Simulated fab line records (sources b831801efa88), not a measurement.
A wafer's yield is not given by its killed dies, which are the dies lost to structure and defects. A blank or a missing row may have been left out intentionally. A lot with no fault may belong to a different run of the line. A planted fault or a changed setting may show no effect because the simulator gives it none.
A struck lot beside a sound one / flow sky130 / 14 out of 708 route steps
Sound: the wafers L571.1, L571.2, L571.6. The struck wafers were L588.1, L588.4, L588.6. The cause comes at the end.
At each step with rows: each side's tool, then ch and its chambers, then its first start. Under that, the readings that differ: sound wafers / struck wafers / difference of the means / sigmas: that difference in standard deviations of wafers without a fault.
alike: a reading whose means differ by less than 2 such deviations, as well as words and numbers matching on both sides. not compared: withheld readings; readings where some wafer has no value; bounds like >300 that might hide an equal value; numbers whose values overlap and for which the record gives no deviation.
A row with sigmas, a row that says differs or no value, or rows on one side alone: a step with any of these is where the two part. Non-overlapping numbers with no deviation appear without sigmas and do not part them. A reading missing from all wafers of one side parts the sides only when that side holds two or more wafers.

SKY_METAL4_STRIP_19: strips in O2/N2.
  sound on plasma asher-04 ch 0,1, day 41 20:08; struck on plasma asher-01 ch 0,1, day 46 13:13
  alike: drypump motor current A, oes product au, strip time to endpoint s
  not compared: rf hours counter h
then, 4 steps without rows for these wafers: SKY_METAL4_STRIP_20 (strips in post etch residue remover, time 1200 s); SKY_METAL4_CLEAN_21 (cleans in IPA, time 180 s); SKY_METAL4_CLEAN_22 (cleans in O3/DIW); SKY_VIA4_HDPCVD_00 (deposits SiO2, target thk 1750 nm, time 291.7 s).
SKY_VIA4_THK_MEAS_01:
  sound: film metro-03 at day 41 20:57; struck: film metro-03 at day 46 13:59
  alike: VIA4_HDPCVD_THK
SKY_VIA4_CMP_02: polishes SiO2.
  sound on cmp-01 ch 2,3, day 41 21:07; struck on cmp-01 ch 0,3, day 46 14:02
  alike: motor current A, slurry flow ml min
SKY_VIA4_BOW_MEAS_03:
  sound: film metro-01 at day 41 21:25; struck: film metro-02 at day 46 14:20
  alike: VIA4_BOW
then, 4 steps without rows for these wafers: SKY_VIA4_DEHYDRATE_04 (time 60 s); SKY_VIA4_HMDS_05 (prime time 60 s); SKY_VIA4_COAT_06 (resist thk 1140 nm); SKY_VIA4_SOFTBAKE_07 (time 60 s).
SKY_VIA4_EXPOSE_08: exposes mask VIM4, target cd 800 nm.
  sound on iline stepper-01 ch 0, day 42 09:22; struck on iline stepper-01, day 46 23:23
  no value came back on the struck wafers for exposure dose mJ cm2, focus offset nm (nm), stage vel mm s (mm/s); on the sound wafers exposure dose mJ cm2 reads 132.01 131.95 132.24
  alike: mask
then, 1 step without rows for these wafers: SKY_VIA4_PEB_09.

## WHERE THEY PART
Within this record, at SKY_VIA4_EXPOSE_08 only.

WHY: what had been put in by the simulator
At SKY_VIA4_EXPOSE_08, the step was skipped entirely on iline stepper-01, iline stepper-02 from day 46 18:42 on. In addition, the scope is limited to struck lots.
